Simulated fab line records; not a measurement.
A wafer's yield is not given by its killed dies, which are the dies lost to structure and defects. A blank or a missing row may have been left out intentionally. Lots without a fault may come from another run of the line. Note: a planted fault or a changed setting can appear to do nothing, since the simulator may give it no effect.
fab line records ; flow sky130
[record] lots = 14; wafers = 42; last_day = 50
route steps=708 shown DNWELL@44 NWELL@68 VT_ADJUST_HVTP@95 VT_ADJUST_NCORE@128
lots untouched by any fault: they come from a run of this same line in which no faults occurred
start_h: the number of hours between the record's first day and the start of the first shown wafer of the lot ; wait_h: how many hours have passed since the lot's step before this one ; " unchanged from the row above ; L1.1+2: a row that stands for several wafers ; - no value present, or no start provided ; * or withheld: withheld ; < > ~ a bound
route shown NAME@n: NAME is a module with steps in the file, n the number in the route of the first one ; usual: mean and standard deviation over wafers with no fault ; same: alike in all rows ; chamber/n: place in a boat ; sites: each site's reading ; _std_site: standard deviation of those values ; _edge_site: inner sites' mean taken away from outer sites' mean ; radius_mm: for every site, how far away it sits from the centre of the wafer ; mask NAME#n: copy n ; behind: the last tool/chamber to shape the wafer ; hold: why the lot went on hold/how many hours it stayed there/how the hold came to an end ; device: the transistor (n, p or np) that didn't switch ; end of line: the route-end tests of the same wafers ; where a step has no rows: the recipe by itself ; killed: dies that structure and defects cost at the first sort, which is not the same as the wafer's yield ; map: dies across one wafer; x = killed, . = not, _ = none there
set.NAME: the setting as run; set.NAME@STEP: as run at that earlier step ; model.NAME: the simulator's own value behind a step, which no gauge read
steps of the route over a sample of lots; a table a step, a row a wafer
services: the hour from which a tool's chamber was out of use, counted from the record's first day as start_h (under 0 if before that day), plus the number of hours and why
[[steps]]
[step SKY_DNWELL_TW_MEAS_09]
[usual] DNWELL_TW = 1115/12
lot.wafer;tool;chamber;start_h;wait_h;DNWELL_TW
L578.2;film_metro-03;-;55.49;0.1;1115
L578.4;film_metro-03;-;55.49;0.1;1113
L578.6;film_metro-03;-;55.49;0.1;1123
L580.2;film_metro-02;-;65.87;0.1;1118
L580.3;film_metro-02;-;65.87;0.1;1116
L580.4;film_metro-02;-;65.87;0.1;1119
L588.2;film_metro-03;-;106.89;0.1;1119
L588.4;film_metro-03;-;106.89;0.1;1125
L588.6;film_metro-03;-;106.89;0.1;1122
L589.2;film_metro-04;-;113.42;0.1;1096
L589.5;film_metro-04;-;113.42;0.1;1094
L589.6;film_metro-04;-;113.42;0.1;1092
L590.2;film_metro-04;-;117.47;0.1;1108
L590.4;film_metro-04;-;117.47;0.1;1104
L590.6;film_metro-04;-;117.47;0.1;1104
L591.2;film_metro-03;-;127.62;0.1;1121
L591.4;film_metro-03;-;127.62;0.1;1123
L591.5;film_metro-03;-;127.62;0.1;1122
L593.2;film_metro-03;-;135.22;0.1;1119
L593.3;film_metro-03;-;135.22;0.1;1118
L593.4;film_metro-03;-;135.22;0.1;1122
L594.1;film_metro-03;-;137.38;0.1;1126
L594.4;film_metro-03;-;137.38;0.1;1126
L594.6;film_metro-03;-;137.38;0.1;1121
L595.2;film_metro-04;-;142.23;0.1;1101
L595.3;film_metro-04;-;142.23;0.1;1100
L595.6;film_metro-04;-;142.23;0.1;1103
L596.1;film_metro-04;-;146.98;0.1;1106
L596.3;film_metro-04;-;146.98;0.1;1099
L596.4;film_metro-04;-;146.98;0.1;1102
L598.1;film_metro-04;-;158.47;0.1;1103
L598.4;film_metro-04;-;158.47;0.1;1097
L598.6;film_metro-04;-;158.47;0.1;1100
L599.1;film_metro-04;-;163.98;0.1;1095
L599.2;film_metro-04;-;163.98;0.1;1100
L599.5;film_metro-04;-;163.98;0.1;1090
L600.2;film_metro-02;-;173.58;0.1;1117
L600.4;film_metro-02;-;173.58;0.1;1112
L600.5;film_metro-02;-;173.58;0.1;1116
L601.2;film_metro-04;-;177.63;0.1;1103
L601.4;film_metro-04;-;177.63;0.1;1108
L601.6;film_metro-04;-;177.63;0.1;1106
[step SKY_NWELL_TW_MEAS_15]
[usual] NWELL_TW = 1812/17
lot.wafer;tool;chamber;start_h;wait_h;NWELL_TW
L578.2;film_metro-04;-;88.18;0.1;1795
L578.4;film_metro-04;-;88.18;0.1;1789
L578.6;film_metro-04;-;88.18;0.1;1792
L580.2;film_metro-04;-;99.46;0.1;1808
L580.3;film_metro-04;-;99.46;0.1;1809
L580.4;film_metro-04;-;99.46;0.1;1807
L588.2;film_metro-03;-;143.95;0.1;1837
L588.4;film_metro-03;-;143.95;0.1;1845
L588.6;film_metro-03;-;143.95;0.1;1850
L589.2;film_metro-04;-;152.26;0.1;1800
L589.5;film_metro-04;-;152.26;0.1;1803
L589.6;film_metro-04;-;152.26;0.1;1803
L590.2;film_metro-04;-;156.16;0.1;1799
L590.4;film_metro-04;-;156.16;0.1;1815
L590.6;film_metro-04;-;156.16;0.1;1808
L591.2;film_metro-02;-;166.55;0.1;1834
L591.4;film_metro-02;-;166.55;0.1;1821
L591.5;film_metro-02;-;166.55;0.1;1834
L593.2;film_metro-04;-;175.31;0.1;1790
L593.3;film_metro-04;-;175.31;0.1;1806
L593.4;film_metro-04;-;175.31;0.1;1791
L594.1;film_metro-04;-;178.32;0.1;1799
L594.4;film_metro-04;-;178.32;0.1;1793
L594.6;film_metro-04;-;178.32;0.1;1793
L595.2;film_metro-04;-;183.20;0.1;1801
L595.3;film_metro-04;-;183.20;0.1;1793
L595.6;film_metro-04;-;183.20;0.1;1798
L596.1;film_metro-02;-;187.92;0.1;1803
L596.3;film_metro-02;-;187.92;0.1;1811
L596.4;film_metro-02;-;187.92;0.1;1816
L598.1;film_metro-04;-;198.65;0.1;1784
L598.4;film_metro-04;-;198.65;0.1;1795
L598.6;film_metro-04;-;198.65;0.1;1797
L599.1;film_metro-03;-;205.14;0.1;1846
L599.2;film_metro-03;-;205.14;0.1;1840
L599.5;film_metro-03;-;205.14;0.1;1835
L600.2;film_metro-02;-;215.25;0.1;1822
L600.4;film_metro-02;-;215.25;0.1;1819
L600.5;film_metro-02;-;215.25;0.1;1822
L601.2;film_metro-03;-;218.61;0.1;1831
L601.4;film_metro-03;-;218.61;0.1;1826
L601.6;film_metro-03;-;218.61;0.1;1814
[step SKY_VT_ADJUST_HVTP_STRIP_10]
[recipe] chemistry = O2/N2; power_w = 1400; pressure_mtorr = 1500; platen_temp_c = withheld; o2_flow_sccm = 3000; n2_flow_sccm = 300; overash_fraction = 0.5
[usual] drypump_motor_current_A = 5.8/0.46; oes_product_au = 0.715/0.004; strip_time_to_endpoint_s = 14.17/0.037
[same] overash_fraction = 0.5
lot.wafer;tool;chamber;start_h;wait_h;drypump_motor_current_A;oes_product_au;rf_hours_counter_h;strip_time_to_endpoint_s
L578.2;plasma_asher-04;0;124.79;0.1;6.0;0.712;44;14.17
L578.4;plasma_asher-04;1;124.79;0.1;5.7;0.718;-;14.14
L578.6;plasma_asher-04;0;124.79;0.1;6.0;0.711;-;14.17
L580.2;plasma_asher-04;0;136.37;0.1;5.9;0.714;46;14.15
L580.3;plasma_asher-04;1;136.37;0.1;5.8;0.714;-;14.11
L580.4;plasma_asher-04;0;136.37;0.1;5.9;0.708;-;14.12
L588.2;plasma_asher-03;0;184.92;0.1;5.2;0.715;7;14.24
L588.4;plasma_asher-03;1;184.92;0.1;6.3;0.720;-;14.20
L588.6;plasma_asher-03;1;184.92;0.1;6.3;0.711;-;14.22
L589.2;plasma_asher-04;1;193.12;0.1;5.7;0.716;52;14.18
L589.5;plasma_asher-04;1;193.12;0.1;5.7;0.713;-;14.17
L589.6;plasma_asher-04;0;193.12;0.1;5.9;0.718;-;14.18
L590.2;plasma_asher-02;0;196.84;0.1;5.1;0.714;48;14.18
L590.4;plasma_asher-02;1;196.84;0.1;6.4;0.716;-;14.17
L590.6;plasma_asher-02;1;196.84;0.1;6.4;0.719;-;14.25
L591.2;plasma_asher-03;0;207.22;0.1;5.2;0.717;9;14.17
L591.4;plasma_asher-03;0;207.22;0.1;5.2;0.710;-;14.18
L591.5;plasma_asher-03;0;207.22;0.1;5.2;0.722;-;14.13
L593.2;plasma_asher-04;1;216.92;0.1;5.7;0.714;54;14.11
L593.3;plasma_asher-04;1;216.92;0.1;5.7;0.711;-;14.19
L593.4;plasma_asher-04;0;216.92;0.1;5.9;0.714;-;14.17
L594.1;plasma_asher-02;1;219.94;0.1;6.4;0.716;50;14.15
L594.4;plasma_asher-02;1;219.94;0.1;6.4;0.713;-;14.14
L594.6;plasma_asher-02;1;219.94;0.1;6.4;0.719;-;14.13
L595.2;plasma_asher-02;1;226.14;0.1;6.4;0.716;51;14.16
L595.3;plasma_asher-02;0;226.14;0.1;5.1;0.714;-;14.13
L595.6;plasma_asher-02;0;226.14;0.1;5.1;0.725;-;14.15
L596.1;plasma_asher-02;0;230.57;0.1;5.1;0.710;52;14.18
L596.3;plasma_asher-02;0;230.57;0.1;5.1;0.715;-;14.17
L596.4;plasma_asher-02;1;230.57;0.1;6.5;0.713;-;14.16
L598.1;plasma_asher-03;1;243.79;0.1;6.3;0.714;13;14.18
L598.4;plasma_asher-03;1;243.79;0.1;6.3;0.717;-;14.15
L598.6;plasma_asher-03;0;243.79;0.1;5.2;0.716;-;14.22
L599.1;plasma_asher-04;0;251.71;0.1;5.9;0.719;56;14.20
L599.2;plasma_asher-04;1;251.71;0.1;5.7;0.715;56;14.19
L599.5;plasma_asher-04;1;251.71;0.1;5.8;0.715;-;14.20
L600.2;plasma_asher-03;1;261.32;0.1;6.3;0.712;15;14.25
L600.4;plasma_asher-03;1;261.32;0.1;6.3;0.717;-;14.18
L600.5;plasma_asher-03;0;261.32;0.1;5.2;0.709;-;14.24
L601.2;plasma_asher-02;0;264.99;0.1;5.1;0.713;55;14.17
L601.4;plasma_asher-02;1;264.99;0.1;6.4;0.715;-;14.18
L601.6;plasma_asher-02;1;264.99;0.1;6.4;0.714;-;14.17
[step SKY_VT_ADJUST_NCORE_IMPLANT_09]
[recipe] species = B; energy_kev = 10; dose_cm2 = 2.4e+12; tilt_deg = withheld
[usual] beam_energy_keV = 10.001/0.0028; beam_on_s = 10.01/0.19; dose_ions_cm2 = 2.3999e+12/2.5e+09; faraday_current_uA = 13.53/0.26
lot.wafer;tool;chamber;start_h;wait_h;beam_energy_keV;beam_on_s;dose_ions_cm2;faraday_current_uA
L578.2;implanter-04;0;183.74;0.0;9.9978;9.77;2.4012e+12;13.86
L578.4;implanter-04;0;183.74;0.0;10.001;9.66;2.4016e+12;14.01
L578.6;implanter-04;0;183.74;0.0;9.9984;9.82;2.3976e+12;13.78
L580.2;implanter-02;0;196.00;0.0;9.9969;10.15;2.3991e+12;13.35
L580.3;implanter-02;0;196.00;0.0;9.9970;9.78;2.4014e+12;13.85
L580.4;implanter-02;0;196.00;0.0;10.005;10.01;2.4013e+12;13.52
L588.2;implanter-04;-;250.54;0.0;-;-;-;-
L588.4;implanter-04;-;250.54;0.0;-;-;-;-
L588.6;implanter-04;-;250.54;0.0;-;-;-;-
L589.2;implanter-03;-;260.00;0.0;-;-;-;-
L589.5;implanter-03;-;260.00;0.0;-;-;-;-
L589.6;implanter-03;-;260.00;0.0;-;-;-;-
L590.2;implanter-03;0;263.19;0.0;10.005;10.08;2.3933e+12;13.46
L590.4;implanter-03;0;263.19;0.0;9.9981;10.18;2.3957e+12;13.26
L590.6;implanter-03;0;263.19;0.0;10.002;9.65;2.4e+12;14.07
L591.2;implanter-03;0;276.14;0.0;10.000;10.29;2.3993e+12;13.11
L591.4;implanter-03;0;276.14;0.0;10.001;9.80;2.398e+12;13.81
L591.5;implanter-03;0;276.14;0.0;9.9971;10.50;2.4006e+12;12.87
L593.2;implanter-03;0;287.24;0.0;10.000;9.99;2.3994e+12;13.51
L593.3;implanter-03;0;287.24;0.0;10.002;10.19;2.3986e+12;13.33
L593.4;implanter-03;0;287.24;0.0;10.002;10.09;2.403e+12;13.42
L594.1;implanter-04;0;290.87;0.0;9.9966;10.02;2.4042e+12;13.47
L594.4;implanter-04;0;290.87;0.0;10.000;10.17;2.403e+12;13.34
L594.6;implanter-04;0;290.87;0.0;9.9983;10.09;2.4011e+12;13.40
L595.2;implanter-02;0;298.74;0.0;10.003;10.18;2.4003e+12;13.26
L595.3;implanter-02;0;298.74;0.0;10.002;9.83;2.3963e+12;13.73
L595.6;implanter-02;0;298.74;0.0;10.003;10.03;2.4009e+12;13.53
L596.1;implanter-04;0;303.19;0.0;9.9997;10.02;2.3983e+12;13.53
L596.3;implanter-04;0;303.19;0.0;9.9990;9.93;2.399e+12;13.58
L596.4;implanter-04;0;303.19;0.0;10.003;9.86;2.4021e+12;13.73
L598.1;implanter-03;0;318.17;0.0;10.001;9.95;2.3992e+12;13.69
L598.4;implanter-03;0;318.17;0.0;10.001;10.03;2.4029e+12;13.47
L598.6;implanter-03;0;318.17;0.0;10.006;10.33;2.3961e+12;13.06
L599.1;implanter-04;0;327.97;0.0;10.001;10.14;2.4006e+12;13.36
L599.2;implanter-04;0;327.97;0.0;10.004;9.93;2.4033e+12;13.60
L599.5;implanter-04;0;327.97;0.0;10.0000;10.27;2.4038e+12;13.16
L600.2;implanter-04;0;337.89;0.0;10.003;10.00;2.3986e+12;13.50
L600.4;implanter-04;0;337.89;0.0;10.004;10.21;2.4009e+12;13.32
L600.5;implanter-04;0;337.89;0.0;10.002;9.91;2.4021e+12;13.69
L601.2;implanter-04;0;343.25;0.0;9.9966;9.47;2.4004e+12;14.27
L601.4;implanter-04;0;343.25;0.0;9.9987;10.13;2.3992e+12;13.32
L601.6;implanter-04;0;343.25;0.0;10.001;10.02;2.4005e+12;13.54
[step SKY_VT_ADJUST_NCORE_TW_MEAS_11]
[usual] VT_ADJUST_NCORE_TW = 218.4/1.8
lot.wafer;tool;chamber;start_h;wait_h;VT_ADJUST_NCORE_TW
L578.2;film_metro-01;-;183.97;0.1;219.9
L578.4;film_metro-01;-;183.97;0.1;219.7
L578.6;film_metro-01;-;183.97;0.1;220.1
L580.2;film_metro-04;-;196.23;0.1;214.8
L580.3;film_metro-04;-;196.23;0.1;216.1
L580.4;film_metro-04;-;196.23;0.1;215.6
L588.2;film_metro-02;-;250.78;0.1;30.2
L588.4;film_metro-02;-;250.78;0.1;30.1
L588.6;film_metro-02;-;250.78;0.1;30.1
L589.2;film_metro-02;-;260.23;0.1;30.1
L589.5;film_metro-02;-;260.23;0.1;30.0
L589.6;film_metro-02;-;260.23;0.1;29.9
L590.2;film_metro-04;-;263.42;0.1;216.1
L590.4;film_metro-04;-;263.42;0.1;215.1
L590.6;film_metro-04;-;263.42;0.1;215.4
L591.2;film_metro-04;-;276.38;0.1;215.1
L591.4;film_metro-04;-;276.38;0.1;216.1
L591.5;film_metro-04;-;276.38;0.1;216.0
L593.2;film_metro-02;-;287.48;0.1;220.1
L593.3;film_metro-02;-;287.48;0.1;219.7
L593.4;film_metro-02;-;287.48;0.1;219.5
L594.1;film_metro-04;-;291.12;0.1;216.1
L594.4;film_metro-04;-;291.12;0.1;218.1
L594.6;film_metro-04;-;291.12;0.1;217.5
L595.2;film_metro-02;-;298.97;0.1;220.3
L595.3;film_metro-02;-;298.97;0.1;219.3
L595.6;film_metro-02;-;298.97;0.1;219.8
L596.1;film_metro-01;-;303.44;0.1;218.7
L596.3;film_metro-01;-;303.44;0.1;220.2
L596.4;film_metro-01;-;303.44;0.1;218.0
L598.1;film_metro-02;-;318.42;0.1;219.4
L598.4;film_metro-02;-;318.42;0.1;220.0
L598.6;film_metro-02;-;318.42;0.1;219.1
L599.1;film_metro-04;-;328.22;0.1;217.0
L599.2;film_metro-04;-;328.22;0.1;218.4
L599.5;film_metro-04;-;328.22;0.1;217.9
L600.2;film_metro-04;-;338.12;0.1;216.4
L600.4;film_metro-04;-;338.12;0.1;217.7
L600.5;film_metro-04;-;338.12;0.1;215.9
L601.2;film_metro-01;-;343.48;0.1;220.4
L601.4;film_metro-01;-;343.48;0.1;220.6
L601.6;film_metro-01;-;343.48;0.1;219.8
[[services]]
tool;chamber;start_h;hours;kind
implanter-03;-;103.79;3.0;pm
plasma_asher-04;-;103.96;1.4;repair
plasma_asher-03;-;108.75;9.0;pm
plasma_asher-03;0;108.75;9.0;vent_cycle
plasma_asher-03;1;108.75;9.0;vent_cycle
plasma_asher-03;0;117.75;-;clean
plasma_asher-03;1;117.75;-;clean
implanter-04;-;123.74;2.7;repair
implanter-04;-;136.07;2.3;repair
implanter-02;-;150.32;4.5;pm
plasma_asher-02;-;162.67;11.3;repair
plasma_asher-02;-;204.79;2.6;repair
implanter-03;-;231.05;3.2;repair
plasma_asher-04;-;241.92;9.0;repair
plasma_asher-02;-;262.18;0.8;repair
implanter-04;-;284.62;2.9;repair
implanter-02;-;303.84;5.3;repair
plasma_asher-04;-;304.45;1.4;repair
implanter-02;-;316.37;5.0;repair
plasma_asher-04;-;321.44;1.1;repair
implanter-03;-;322.37;2.4;repair
implanter-02;-;324.13;2.5;repair
[[key]]
[first_sign] step = SKY_VT_ADJUST_NCORE_IMPLANT_09; reading = tool_record; direction = missing
[effect] step = SKY_VT_ADJUST_NCORE_TW_MEAS_11; reading = VT_ADJUST_NCORE_TW; direction = down; sigmas = 99+; usual = 218.4; struck = 30.0
met_at SKY_VT_ADJUST_NCORE_IMPLANT_09
struck_lots L588,L589
later_rows_left_out L588.2,L588.4,L588.6,L589.2,L589.5,L589.6
sort_left_out L588.2,L588.4,L588.6,L589.2,L589.5,L589.6
tester_left_out L588,L589
not_acting_at SKY_DNWELL_TW_MEAS_09,SKY_NWELL_TW_MEAS_15,SKY_VT_ADJUST_HVTP_STRIP_10
onset_between 183.74 250.54
[fault] kind = skipped_step_whole; tool = implanter-03,implanter-04; chamber = -; onset_h = 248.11; steps = SKY_VT_ADJUST_NCORE_IMPLANT_09; scope = struck_lots_only
// tester_left_out: of these lots the tester's yield and bins aren't shown, on N5 and GAA mostly nor the transistor test; their killed dies are dies lost to structure and defects alone, not to doping, threshold or leakage, so they don't give the yield
// sort_left_out: the simulated sort isn't trusted on such a fault, so these wafers' sort isn't shown, and their yield isn't known
// later_rows_left_out: the simulator's readings of these wafers behind a module that went badly wrong aren't trusted and aren't shown, but for the sort
